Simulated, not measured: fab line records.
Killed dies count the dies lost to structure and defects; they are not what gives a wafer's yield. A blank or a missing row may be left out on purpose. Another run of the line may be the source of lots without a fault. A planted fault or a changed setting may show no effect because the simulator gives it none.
fab line records -- flow sky130
record: lots: 12, wafers: 36, lastDay: 50
route steps=708 shown FIELD_ISO@17 DNWELL@44 NWELL@64 PAD_OPEN@708
lots with no fault: from the same line, run without faults
startH: start of the lot's first displayed wafer, in hours after the record's first day -- waitH: hours elapsed since this lot's preceding step -- " the same as in the row above -- L1.1+2: a row that stands for several wafers -- - no value, or no start given -- * or withheld: withheld -- < > ~ a bound
route shown NAME@n: a module of which the file shows steps, and the number in the route of the first -- usual: average and standard deviation across the fault-free wafers -- same: alike in all rows -- chamber/n: place in a boat -- sites: the reading at each site -- _std_site: standard deviation across them -- _edge_site: inner sites' mean taken away from outer sites' mean -- radiusMm: for every site, how far away it sits from the centre of the wafer -- mask NAME#n: copy n -- behind: the last tool/chamber to shape the wafer -- hold: what put the lot on hold/how long, in hours/how the hold closed -- device: whichever transistor did not switch (one of n, p or np) -- end of line: the route-end tests of the same wafers -- a step with no rows: only its recipe -- killed: at the first sort, the dies lost to defects and structure; wafer yield is something else -- map: a wafer's dies, marking killed ones x, the rest . and places with no die _
set.NAME: the run value of the setting; set.NAME@STEP: its run value at that earlier step -- model.NAME: the simulator's own value behind a step, which no gauge read
one table for each step of the route and one row for each wafer, over a sample of lots
services: the hour from which a tool's chamber was out of use, counted from the record's first day as startH (under 0 if before that day), plus the number of hours and why
== steps ==
step: SKY_FIELD_ISO_STRIP_16
recipe: chemistry: O2/N2, powerW: 1400, pressureMtorr: 1500, platenTempC: withheld, o2FlowSccm: 3000, n2FlowSccm: 300, overashFraction: 0.5
usual: drypumpMotorCurrentA: 5.4/0.58, oesProductAu: 0.377/0.005, stripTimeToEndpointS: 3.546/0.029
lot.wafer,tool,chamber,startH,waitH,drypumpMotorCurrentA,oesProductAu,rfHoursCounterH,stripTimeToEndpointS
L747.1,plasmaAsher-03,0,29.67,0.0,4.9,0.377,37,3.544
L747.2,plasmaAsher-03,1,29.67,0.0,4.9,0.368,37,3.525
L747.3,plasmaAsher-03,1,29.67,0.0,4.9,0.372,-,3.558
L750.3,plasmaAsher-02,0,44.82,0.1,5.9,0.374,-,3.547
L750.4,plasmaAsher-02,1,44.82,0.1,6.4,0.381,-,3.548
L750.5,plasmaAsher-02,0,44.82,0.1,5.8,0.380,-,3.576
L751.4,plasmaAsher-01,1,49.90,0.1,5.0,0.369,-,3.509
L751.5,plasmaAsher-01,0,49.90,0.1,6.0,0.378,-,3.521
L751.6,plasmaAsher-01,1,49.90,0.1,4.9,0.380,-,3.498
L755.3,plasmaAsher-03,0,76.88,0.1,4.9,0.380,-,3.582
L755.4,plasmaAsher-03,1,76.88,0.1,4.9,0.371,-,3.517
L755.5,plasmaAsher-03,1,76.88,0.1,4.9,0.388,-,3.546
L758.1,plasmaAsher-03,0,95.87,0.0,4.9,0.381,44,3.552
L758.5,plasmaAsher-03,0,95.87,0.0,4.9,0.375,-,3.586
L758.6,plasmaAsher-03,1,95.87,0.0,4.9,0.375,-,3.575
L760.2,plasmaAsher-02,0,99.64,0.0,5.8,0.388,28,3.515
L760.3,plasmaAsher-02,1,99.64,0.0,6.4,0.381,-,3.594
L760.6,plasmaAsher-02,0,99.64,0.0,5.8,0.378,-,3.528
L761.1,plasmaAsher-01,0,103.45,0.0,6.0,0.376,41,3.546
L761.3,plasmaAsher-01,1,103.45,0.0,5.0,0.379,-,3.504
L761.4,plasmaAsher-01,0,103.45,0.0,6.0,0.372,-,3.567
L764.1,plasmaAsher-02,1,117.07,0.0,6.4,0.375,30,3.556
L764.3,plasmaAsher-02,1,117.07,0.0,6.4,0.371,-,3.562
L764.5,plasmaAsher-02,1,117.07,0.0,6.4,0.382,-,3.547
L765.1,plasmaAsher-03,0,124.15,0.0,4.9,0.375,1,3.562
L765.3,plasmaAsher-03,1,124.15,0.0,4.9,0.372,-,3.563
L765.6,plasmaAsher-03,0,124.15,0.0,4.9,0.380,-,3.546
L767.1,plasmaAsher-01,1,134.00,0.0,5.0,0.391,45,3.568
L767.2,plasmaAsher-01,0,134.00,0.0,6.1,0.375,45,3.619
L767.6,plasmaAsher-01,0,134.00,0.0,6.1,0.384,-,3.567
L768.1,plasmaAsher-01,0,137.37,0.0,6.0,0.383,45,3.560
L768.3,plasmaAsher-01,0,137.37,0.0,6.0,0.377,-,3.595
L768.6,plasmaAsher-01,0,137.37,0.0,6.0,0.372,-,3.540
L769.1,plasmaAsher-01,0,143.89,0.0,6.0,0.385,46,3.509
L769.4,plasmaAsher-01,1,143.89,0.0,4.9,0.374,-,3.515
L769.6,plasmaAsher-01,0,143.89,0.0,6.0,0.367,-,3.518
step: SKY_FIELD_ISO_THK_MEAS_25
recipe: reads: SiO2_of_FIELD_ISO_CVD_24
usual: FIELD_ISO_CVD_24_THK: 593/6.4
lot.wafer,tool,chamber,startH,waitH,FIELD_ISO_CVD_24_THK[nm]
L747.1,filmMetro-01,-,32.50,0.0,594
L747.2,filmMetro-01,-,32.50,0.0,593
L747.3,filmMetro-01,-,32.50,0.0,595
L750.3,filmMetro-01,-,51.02,0.1,582
L750.4,filmMetro-01,-,51.02,0.1,584
L750.5,filmMetro-01,-,51.02,0.1,582
L751.4,filmMetro-03,-,60.75,0.0,595
L751.5,filmMetro-03,-,60.75,0.0,602
L751.6,filmMetro-03,-,60.75,0.0,598
L755.3,filmMetro-03,-,80.92,0.1,606
L755.4,filmMetro-03,-,80.92,0.1,598
L755.5,filmMetro-03,-,80.92,0.1,599
L758.1,filmMetro-03,-,97.64,0.0,598
L758.5,filmMetro-03,-,97.64,0.0,590
L758.6,filmMetro-03,-,97.64,0.0,593
L760.2,filmMetro-01,-,101.82,0.0,603
L760.3,filmMetro-01,-,101.82,0.0,590
L760.6,filmMetro-01,-,101.82,0.0,591
L761.1,filmMetro-01,-,105.88,0.0,591
L761.3,filmMetro-01,-,105.88,0.0,584
L761.4,filmMetro-01,-,105.88,0.0,582
L764.1,filmMetro-04,-,119.28,0.0,591
L764.3,filmMetro-04,-,119.28,0.0,584
L764.5,filmMetro-04,-,119.28,0.0,595
L765.1,filmMetro-03,-,126.50,0.0,596
L765.3,filmMetro-03,-,126.50,0.0,598
L765.6,filmMetro-03,-,126.50,0.0,591
L767.1,filmMetro-01,-,136.81,0.0,598
L767.2,filmMetro-01,-,136.81,0.0,593
L767.6,filmMetro-01,-,136.81,0.0,598
L768.1,filmMetro-01,-,141.83,0.0,599
L768.3,filmMetro-01,-,141.83,0.0,595
L768.6,filmMetro-01,-,141.83,0.0,591
L769.1,filmMetro-01,-,148.21,0.0,598
L769.4,filmMetro-01,-,148.21,0.0,596
L769.6,filmMetro-01,-,148.21,0.0,598
step: SKY_DNWELL_TW_MEAS_09
usual: DNWELL_TW: 1121/9
lot.wafer,tool,chamber,startH,waitH,DNWELL_TW
L747.1,filmMetro-04,-,53.01,0.1,1124
L747.2,filmMetro-04,-,53.01,0.1,1118
L747.3,filmMetro-04,-,53.01,0.1,1121
L750.3,filmMetro-02,-,87.49,0.1,1121
L750.4,filmMetro-02,-,87.49,0.1,1125
L750.5,filmMetro-02,-,87.49,0.1,1129
L751.4,filmMetro-03,-,94.94,0.1,1113
L751.5,filmMetro-03,-,94.94,0.1,1109
L751.6,filmMetro-03,-,94.94,0.1,1121
L755.3,filmMetro-03,-,106.99,0.1,1111
L755.4,filmMetro-03,-,106.99,0.1,1109
L755.5,filmMetro-03,-,106.99,0.1,1109
L758.1,filmMetro-04,-,121.25,0.1,1131
L758.5,filmMetro-04,-,121.25,0.1,1128
L758.6,filmMetro-04,-,121.25,0.1,1127
L760.2,filmMetro-02,-,125.91,0.1,1118
L760.3,filmMetro-02,-,125.91,0.1,1121
L760.6,filmMetro-02,-,125.91,0.1,1114
L761.1,filmMetro-03,-,129.92,0.1,1112
L761.3,filmMetro-03,-,129.92,0.1,1112
L761.4,filmMetro-03,-,129.92,0.1,1111
L764.1,filmMetro-02,-,145.07,0.1,1127
L764.3,filmMetro-02,-,145.07,0.1,1125
L764.5,filmMetro-02,-,145.07,0.1,1126
L765.1,filmMetro-04,-,149.60,0.1,1125
L765.3,filmMetro-04,-,149.60,0.1,1126
L765.6,filmMetro-04,-,149.60,0.1,1130
L767.1,filmMetro-03,-,163.50,0.1,1113
L767.2,filmMetro-03,-,163.50,0.1,1107
L767.6,filmMetro-03,-,163.50,0.1,1115
L768.1,filmMetro-02,-,168.07,0.1,1132
L768.3,filmMetro-02,-,168.07,0.1,1137
L768.6,filmMetro-02,-,168.07,0.1,1136
L769.1,filmMetro-02,-,172.10,0.1,1132
L769.4,filmMetro-02,-,172.10,0.1,1135
L769.6,filmMetro-02,-,172.10,0.1,1133
step: SKY_NWELL_IMPLANT_11
recipe: species: P, energyKev: 400, doseCm2: 1.9e+13, tiltDeg: withheld
usual: doseIonsCm2: 1.8998e+13/1.9e+10
lot.wafer,tool,chamber,startH,waitH,doseIonsCm2
L747.1,implanter-03,0,82.85,0.0,1.9005e+13
L747.2,implanter-03,0,82.85,0.0,1.9022e+13
L747.3,implanter-03,0,82.85,0.0,1.9036e+13
L750.3,implanter-03,0,123.67,0.1,1.9002e+13
L750.4,implanter-03,0,123.67,0.1,1.8998e+13
L750.5,implanter-03,0,123.67,0.1,1.8998e+13
L751.4,implanter-03,0,130.82,0.1,1.9012e+13
L751.5,implanter-03,0,130.82,0.1,1.9017e+13
L751.6,implanter-03,0,130.82,0.1,1.9006e+13
L755.3,implanter-03,0,145.26,0.1,1.8987e+13
L755.4,implanter-03,0,145.26,0.1,1.8972e+13
L755.5,implanter-03,0,145.26,0.1,1.8972e+13
L758.1,implanter-04,0,158.81,0.0,1.8998e+13
L758.5,implanter-04,0,158.81,0.0,1.9031e+13
L758.6,implanter-04,0,158.81,0.0,1.9011e+13
L760.2,implanter-03,0,163.29,0.0,1.9475e+13
L760.3,implanter-03,0,163.29,0.0,1.9477e+13
L760.6,implanter-03,0,163.29,0.0,1.9478e+13
L761.1,implanter-03,0,166.11,0.0,1.9497e+13
L761.3,implanter-03,0,166.11,0.0,1.9513e+13
L761.4,implanter-03,0,166.11,0.0,1.9486e+13
L764.1,implanter-04,0,184.12,0.0,1.8967e+13
L764.3,implanter-04,0,184.12,0.0,1.9006e+13
L764.5,implanter-04,0,184.12,0.0,1.901e+13
L765.1,implanter-04,0,189.71,0.0,1.8968e+13
L765.3,implanter-04,0,189.71,0.0,1.8999e+13
L765.6,implanter-04,0,189.71,0.0,1.9004e+13
L767.1,implanter-04,0,206.46,0.0,1.9006e+13
L767.2,implanter-04,0,206.46,0.0,1.9027e+13
L767.6,implanter-04,0,206.46,0.0,1.9021e+13
L768.1,implanter-01,0,212.31,0.0,1.9031e+13
L768.3,implanter-01,0,212.31,0.0,1.9017e+13
L768.6,implanter-01,0,212.31,0.0,1.9006e+13
L769.1,implanter-01,0,214.92,0.0,1.8993e+13
L769.4,implanter-01,0,214.92,0.0,1.9041e+13
L769.6,implanter-01,0,214.92,0.0,1.9002e+13
step: SKY_NWELL_RS_MEAS_29
recipe: thkMeasGauge: four-point-probe
usual: NWELL_RS: 625.0/1.6
lot.wafer,tool,chamber,startH,waitH,hold,NWELL_RS[ohm/sq]
L747.1,filmMetro-03,-,101.23,0.1,-,625.6
L747.2,filmMetro-03,-,101.23,0.1,-,626.5
L747.3,filmMetro-03,-,101.23,0.1,-,625.9
L750.3,filmMetro-04,-,144.20,0.1,-,623.3
L750.4,filmMetro-04,-,144.20,0.1,-,621.3
L750.5,filmMetro-04,-,144.20,0.1,-,622.2
L751.4,filmMetro-04,-,150.93,0.1,-,623.5
L751.5,filmMetro-04,-,150.93,0.1,-,625.6
L751.6,filmMetro-04,-,150.93,0.1,-,623.9
L755.3,filmMetro-04,-,164.06,0.1,-,624.6
L755.4,filmMetro-04,-,164.06,0.1,-,624.5
L755.5,filmMetro-04,-,164.06,0.1,-,624.0
L758.1,filmMetro-02,-,180.23,0.1,-,625.5
L758.5,filmMetro-02,-,180.23,0.1,-,624.7
L758.6,filmMetro-02,-,180.23,0.1,-,626.4
L760.2,filmMetro-04,-,185.18,0.1,awaitDispo/0.2h/release,614.3
L760.3,filmMetro-04,-,185.18,0.1,awaitDispo/0.2h/release,615.9
L760.6,filmMetro-04,-,185.18,0.1,awaitDispo/0.2h/release,615.0
L760.2,filmMetro-04,-,185.54,0.3,-,615.9
L760.3,filmMetro-04,-,185.54,0.3,-,614.5
L760.6,filmMetro-04,-,185.54,0.3,-,617.0
L761.1,filmMetro-02,-,188.76,0.1,awaitDispo/0.2h/release,615.8
L761.3,filmMetro-02,-,188.76,0.1,awaitDispo/0.2h/release,616.3
L761.4,filmMetro-02,-,188.76,0.1,awaitDispo/0.2h/release,612.6
L761.1,filmMetro-02,-,189.12,0.3,-,616.4
L761.3,filmMetro-02,-,189.12,0.3,-,616.3
L761.4,filmMetro-02,-,189.12,0.3,-,612.0
L764.1,filmMetro-02,-,205.76,0.1,-,625.5
L764.3,filmMetro-02,-,205.76,0.1,-,625.7
L764.5,filmMetro-02,-,205.76,0.1,-,627.1
L765.1,filmMetro-03,-,212.78,0.1,-,625.2
L765.3,filmMetro-03,-,212.78,0.1,-,625.7
L765.6,filmMetro-03,-,212.78,0.1,-,627.1
L767.1,filmMetro-04,-,229.83,0.1,-,623.0
L767.2,filmMetro-04,-,229.83,0.1,-,624.2
L767.6,filmMetro-04,-,229.83,0.1,-,623.7
L768.1,filmMetro-02,-,235.38,0.1,-,624.6
L768.3,filmMetro-02,-,235.38,0.1,-,623.8
L768.6,filmMetro-02,-,235.38,0.1,-,625.5
L769.1,filmMetro-02,-,238.56,0.2,-,622.6
L769.4,filmMetro-02,-,238.56,0.2,-,624.1
L769.6,filmMetro-02,-,238.56,0.2,-,624.1
step: SKY_PAD_OPEN_PROBE_99
usual: killed_at_M0_to_M3: 44/7.2, killed_at_M4_up: 3.2/1.8, killedAtContacts: 24/5.4, killedAtFrontEnd: 15/4, killedAtOther: 0.3/0.56, killedDies: 87/9.2, killedOpen: 47/7.3, killedShort: 39/5.7
same: grossDies: 492, killedAtBackSide: 0
lot.wafer,tool,chamber,startH,waitH,killed_at_M0_to_M3,killed_at_M4_up,killedAtContacts,killedAtFrontEnd,killedAtOther,killedDies,killedOpen,killedShort
L747.1,prober-02,-,1067.10,0.1,53,2,21,10,1,87,49,38
L747.2,prober-02,-,1067.15,0.1,44,4,22,10,0,80,43,35
L747.3,prober-02,-,1067.20,0.2,39,1,23,15,3,81,44,37
L750.3,prober-01,-,1113.19,0.2,38,4,30,8,0,80,46,34
L750.4,prober-01,-,1113.24,0.2,43,2,22,17,0,84,48,35
L750.5,prober-01,-,1113.29,0.2,40,5,23,17,0,85,40,45
L755.3,prober-02,-,1135.55,0.2,47,3,22,13,0,85,45,39
L755.4,prober-02,-,1135.60,0.2,44,6,18,9,1,78,43,35
L755.5,prober-02,-,1135.65,0.2,47,2,20,20,0,89,50,39
L758.1,prober-02,-,1152.16,0.1,47,2,41,12,0,102,57,45
L758.5,prober-02,-,1152.36,0.2,52,2,25,9,2,90,46,43
L758.6,prober-02,-,1152.41,0.2,43,4,20,17,0,84,44,40
L760.2,prober-01,-,1152.56,0.1,51,1,16,9,0,77,48,29
L760.3,prober-01,-,1152.61,0.2,31,3,16,12,1,63,26,37
L760.6,prober-01,-,1152.76,0.2,50,6,30,16,0,102,60,42
L761.1,prober-02,-,1158.57,0.1,56,2,30,15,1,104,51,53
L761.3,prober-02,-,1158.67,0.2,37,5,29,18,0,89,39,50
L761.4,prober-02,-,1158.72,0.2,41,1,23,18,0,83,40,43
L768.1,prober-01,-,1190.93,0.1,42,3,20,12,2,79,41,38
L768.3,prober-01,-,1191.03,0.2,37,3,29,10,0,79,48,31
L768.6,prober-01,-,1191.18,0.2,44,2,24,10,0,80,53,26
killed by level:class
L747.1 VIA3:geometricParticle:open=13 VIA2:geometricParticle:open=9 LI_CONTACT:geometricParticle:open=8 VIA1:geometricParticle:open=8 CONTACT:geometricParticle:open=6 METAL3:geometricParticle:short=6 FIELD_ISO:geometricParticle:short=5 METAL2:geometricParticle:short=5
L747.2 VIA1:geometricParticle:open=11 CONTACT:geometricParticle:open=9 VIA3:geometricParticle:open=8 CONTACT:geometricParticle:short=6 VIA1:geometricParticle:short=5 METAL2:geometricParticle:short=5 VIA3:geometricParticle:short=5 LOCAL_INTERCONNECT:geometricParticle:short=4
L747.3 CONTACT:geometricParticle:open=10 POLY_GATE:geometricParticle:open=7 LI_CONTACT:geometricParticle:open=7 VIA3:geometricParticle:open=6 VIA1:geometricParticle:open=6 FIELD_ISO:geometricParticle:short=5 METAL1:geometricParticle:short=5 VIA2:geometricParticle:open=5
L750.3 CONTACT:geometricParticle:open=13 VIA2:geometricParticle:open=11 LI_CONTACT:geometricParticle:short=6 LI_CONTACT:geometricParticle:open=6 VIA1:geometricParticle:open=6 VIA1:geometricParticle:short=5 METAL1:geometricParticle:short=5 VIA3:geometricParticle:open=4
L750.4 CONTACT:geometricParticle:open=13 VIA1:geometricParticle:open=12 VIA1:geometricParticle:short=7 FIELD_ISO:geometricParticle:open=6 VIA3:geometricParticle:open=6 METAL2:geometricParticle:short=5 FIELD_ISO:geometricParticle:short=4 VIA2:geometricParticle:short=4
L750.5 CONTACT:geometricParticle:open=10 VIA3:geometricParticle:open=10 VIA1:geometricParticle:open=7 POLY_GATE:geometricParticle:short=6 CONTACT:geometricParticle:short=5 METAL4:geometricParticle:short=5 FIELD_ISO:geometricParticle:short=4 VIA3:geometricParticle:short=4
L755.3 CONTACT:geometricParticle:open=12 VIA1:geometricParticle:open=9 VIA3:geometricParticle:open=6 VIA1:geometricParticle:short=6 VIA3:geometricParticle:short=5 METAL1:geometricParticle:short=5 METAL2:geometricParticle:short=5 LI_CONTACT:geometricParticle:open=4
L755.4 VIA2:geometricParticle:open=10 VIA3:geometricParticle:open=10 LOCAL_INTERCONNECT:geometricParticle:short=7 CONTACT:geometricParticle:short=5 VIA1:geometricParticle:open=5 METAL4:geometricParticle:short=4 METAL2:geometricParticle:short=4 POLY_GATE:geometricParticle:short=3
L755.5 VIA1:geometricParticle:open=10 VIA3:geometricParticle:open=8 POLY_GATE:geometricParticle:short=7 VIA2:geometricParticle:open=7 CONTACT:geometricParticle:open=6 LI_CONTACT:geometricParticle:open=5 METAL1:geometricParticle:open=5 METAL2:geometricParticle:short=5
L758.1 CONTACT:geometricParticle:open=20 LI_CONTACT:geometricParticle:open=10 VIA2:geometricParticle:short=8 VIA1:geometricParticle:open=7 VIA2:geometricParticle:open=7 CONTACT:geometricParticle:short=6 METAL1:geometricParticle:short=6 METAL3:geometricParticle:short=6
L758.5 CONTACT:geometricParticle:open=11 VIA2:geometricParticle:open=11 LI_CONTACT:geometricParticle:open=8 METAL3:geometricParticle:short=8 VIA1:geometricParticle:open=7 VIA2:geometricParticle:short=7 METAL1:geometricParticle:short=5 POLY_GATE:geometricParticle:open=3
L758.6 VIA2:geometricParticle:open=8 VIA3:geometricParticle:open=8 VIA1:geometricParticle:open=7 METAL2:geometricParticle:short=6 LOCAL_INTERCONNECT:geometricParticle:short=6 CONTACT:geometricParticle:open=6 CONTACT:geometricParticle:short=5 VIA1:geometricParticle:short=5
L760.2 VIA1:geometricParticle:open=12 VIA3:geometricParticle:open=10 VIA2:geometricParticle:open=8 CONTACT:geometricParticle:open=7 VIA1:geometricParticle:short=7 METAL2:geometricParticle:short=5 LI_CONTACT:geometricParticle:open=4 FIELD_ISO:geometricParticle:short=3
L760.3 METAL2:geometricParticle:short=7 VIA1:geometricParticle:open=7 CONTACT:geometricParticle:open=6 CONTACT:geometricParticle:short=4 FIELD_ISO:geometricParticle:short=3 SONOS_ONO:geometricParticle:short=3 LI_CONTACT:geometricParticle:open=3 METAL2:geometricParticle:open=3
L760.6 VIA2:geometricParticle:open=12 LI_CONTACT:geometricParticle:open=11 VIA1:geometricParticle:open=9 METAL2:geometricParticle:short=6 VIA3:geometricParticle:open=6 METAL4:geometricParticle:short=5 CONTACT:geometricParticle:short=5 CONTACT:geometricParticle:open=5
L761.1 VIA1:geometricParticle:open=14 CONTACT:geometricParticle:open=9 VIA1:geometricParticle:short=9 LOCAL_INTERCONNECT:geometricParticle:short=8 VIA3:geometricParticle:open=7 METAL1:geometricParticle:short=6 VIA3:geometricParticle:short=6 METAL2:geometricParticle:short=5
L761.3 CONTACT:geometricParticle:short=11 FIELD_ISO:geometricParticle:short=8 VIA2:geometricParticle:open=7 CONTACT:geometricParticle:open=7 METAL1:geometricParticle:short=7 VIA1:geometricParticle:open=6 POLY_GATE:geometricParticle:short=4 LI_CONTACT:geometricParticle:open=4
L761.4 VIA1:geometricParticle:open=11 METAL2:geometricParticle:short=8 LI_CONTACT:geometricParticle:open=8 CONTACT:geometricParticle:open=6 POLY_GATE:geometricParticle:short=5 VIA1:geometricParticle:short=4 FIELD_ISO:geometricParticle:short=4 POLY_GATE:geometricParticle:open=4
L768.1 VIA1:geometricParticle:open=10 CONTACT:geometricParticle:open=8 METAL1:geometricParticle:short=6 LOCAL_INTERCONNECT:geometricParticle:short=5 VIA3:geometricParticle:open=5 METAL2:geometricParticle:open=5 POLY_GATE:geometricParticle:open=4 SPACER:geometricParticle:short=4
L768.3 VIA1:geometricParticle:open=10 CONTACT:geometricParticle:open=9 LI_CONTACT:geometricParticle:open=8 VIA2:geometricParticle:open=7 CONTACT:geometricParticle:short=6 METAL2:geometricParticle:short=4 VIA3:geometricParticle:open=4 POLY_GATE:geometricParticle:open=3
L768.6 VIA1:geometricParticle:open=12 CONTACT:geometricParticle:open=12 VIA2:geometricParticle:open=9 METAL2:geometricParticle:short=8 LI_CONTACT:geometricParticle:open=7 VIA3:geometricParticle:open=4 FIELD_ISO:geometricParticle:open=3 CONTACT:geometricParticle:short=3
== services ==
tool,chamber,startH,hours,kind
implanter-04,-,32.84,5.1,pm
implanter-04,-,32.95,17.3,repair
implanter-04,-,50.25,35.3,pm
implanter-04,-,81.42,1.7,repair
plasmaAsher-01,-,83.09,0.7,repair
implanter-01,-,90.51,2.9,pm
plasmaAsher-01,-,93.93,0.5,repair
implanter-01,-,104.05,3.2,repair
implanter-03,-,107.35,5.1,pm
plasmaAsher-03,-,108.75,9.0,pm
plasmaAsher-03,0,108.75,9.0,ventCycle
plasmaAsher-03,1,108.75,9.0,ventCycle
plasmaAsher-02,-,110.28,2.8,pm
plasmaAsher-03,0,117.75,-,clean
plasmaAsher-03,1,117.75,-,clean
implanter-01,-,126.21,1.3,repair
plasmaAsher-01,-,163.85,1.7,repair
plasmaAsher-02,-,184.35,0.9,repair
implanter-01,-,201.30,1.9,repair
== key ==
firstSign: step: SKY_NWELL_IMPLANT_11, reading: doseIonsCm2, direction: up, sigmas: 26, usual: *, struck: *
effect: step: SKY_NWELL_RS_MEAS_29, reading: visit, direction: added
effect: step: SKY_NWELL_RS_MEAS_29, reading: NWELL_RS, direction: down, sigmas: 6.2, usual: 625.0, struck: 615.0
metAt SKY_NWELL_IMPLANT_11
struckLots L760,L761
testerLeftOut L760,L761
notActingAt SKY_FIELD_ISO_STRIP_16,SKY_FIELD_ISO_THK_MEAS_25,SKY_DNWELL_TW_MEAS_09
onsetBetween 145.26 163.29
fault: kind: processParameterDrift, tool: implanter-03, chamber: -, onsetH: 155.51, steps: SKY_NWELL_IMPLANT_11, channel: doseCm2, offset: *, shape: step, endH: 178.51, actsIn: *, stated: *
testerLeftOut: of these lots the tester's yield and bins aren't shown, on N5 and GAA mostly nor the transistor test; their killed dies are dies lost to structure and defects alone, not to doping, threshold or leakage, so they don't give the yield
